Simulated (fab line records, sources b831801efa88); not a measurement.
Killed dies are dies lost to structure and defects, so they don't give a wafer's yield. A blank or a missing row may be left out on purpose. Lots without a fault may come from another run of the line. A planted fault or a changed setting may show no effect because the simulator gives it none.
Which tool did it? | flow gf180mcu | 14 lots, 42 wafers sampled, at 2 steps of a route of 602

WHAT THE GAUGES READ, wafer by wafer
GF_V2_BOW_MEAS_05.
lot  | measured     | on            | V2_BOW (um)
L243 | day 19 14:19 | film_metro-02 | 102 96 103
L250 | day 22 04:20 | film_metro-03 | 101 93 100
L257 | day 24 11:28 | film_metro-04 | 95 106 99
L258 | day 24 22:58 | film_metro-04 | 120 118 107
L259 | day 25 05:37 | film_metro-02 | 114 107 98
L260 | day 25 11:46 | film_metro-04 | 96 83 101
L261 | day 25 17:05 | film_metro-04 | 105 112 97
L262 | day 26 03:08 | film_metro-04 | 79 88 84
L263 | day 26 06:22 | film_metro-04 | 93 83 91
L264 | day 26 12:48 | film_metro-02 | 96 94 93
L265 | day 27 07:04 | film_metro-03 | 109 104 102
L266 | day 27 09:00 | film_metro-03 | 99 100 99

WHICH TOOL RAN EACH LOT (tool, then ch and the chambers of the sampled wafers, then the start)
lot  | GF_STI_WET_ETCH_27
L243 | wet_bench-02 ch 1, day 2 05:50
L245 | wet_bench-04 ch 0, day 2 15:55
L246 | wet_bench-02 ch 2, day 2 19:45
L250 | wet_bench-03 ch 2, day 3 16:55
L257 | wet_bench-04 ch 3, day 5 03:55
L258 | wet_bench-02 ch 3, day 5 11:22
L259 | wet_bench-02 ch 2, day 5 15:31
L260 | wet_bench-04 ch 3, day 5 19:15
L261 | wet_bench-02 ch 2, day 6 01:02
L262 | wet_bench-04 ch 2, day 6 06:19
L263 | wet_bench-04 ch 1, day 6 10:57
L264 | wet_bench-04 ch 3, day 6 16:04
L265 | wet_bench-04 ch 2, day 7 00:45
L266 | wet_bench-04 ch 3, day 7 03:19
- GF_STI_WET_ETCH_27: etches Si3N4 in H3PO4, target depth 160 nm, time 1825 s.

WHAT THE TOOLS THEMSELVES READ (means of the sampled wafers that have a number; where no wafer has one, the mark that the record gives instead)
GF_STI_WET_ETCH_27.
lot  | tool         | bath_guard_temp_C (C) | bath_heat_duty_pct (%)
L243 | wet_bench-02 | 159.9                 | 29.6
L245 | wet_bench-04 | -                     | -
L246 | wet_bench-02 | -                     | -
L250 | wet_bench-03 | 159.7                 | 26.8
L257 | wet_bench-04 | 158.8                 | 25.8
L258 | wet_bench-02 | 160.3                 | 25.1
L259 | wet_bench-02 | 159.7                 | 29.0
L260 | wet_bench-04 | 159.0                 | 26.5
L261 | wet_bench-02 | 159.7                 | 27.1
L262 | wet_bench-04 | 159.7                 | 25.4
L263 | wet_bench-04 | 159.9                 | 27.3
L264 | wet_bench-04 | 158.8                 | 25.7
L265 | wet_bench-04 | 159.5                 | 26.7
L266 | wet_bench-04 | 158.8                 | 26.5

THE ANSWER, worked out from the rows above alone
Rule: what is usual is taken from the lots themselves. Put in order of their means at a reading, lots are off if they are a third of the lots or fewer, leave a main group of 4 or more, and stand apart from it by a gap of 3 or more times the standard deviation of the main group's means; of several such gaps the widest counts. A main group whose means are all the same, to the digits that the tables above print for the reading, isn't used. A lot without any number at a reading at which 4 lots or more have one is off too. The other lots that the step has rows for count as sound. The gauges are gone through in route order, then the tools' own readings, and for those a lot's mean is taken as printed above. The first step at which some lot is off is used, and at that step the reading that is off furthest; a lot without a number counts as furthest.
Off: L245, L246, at GF_STI_WET_ETCH_27 (bath_guard_temp_C). Without a number there: L245, L246. The main group: mean 159.5 C, standard deviation 0.49.
A tool fits if, at that step or a process step before it, it ran every lot that is off, and no sound lot after the first of them. None of those tried fits.

WHAT THE SIMULATOR HAD PUT IN
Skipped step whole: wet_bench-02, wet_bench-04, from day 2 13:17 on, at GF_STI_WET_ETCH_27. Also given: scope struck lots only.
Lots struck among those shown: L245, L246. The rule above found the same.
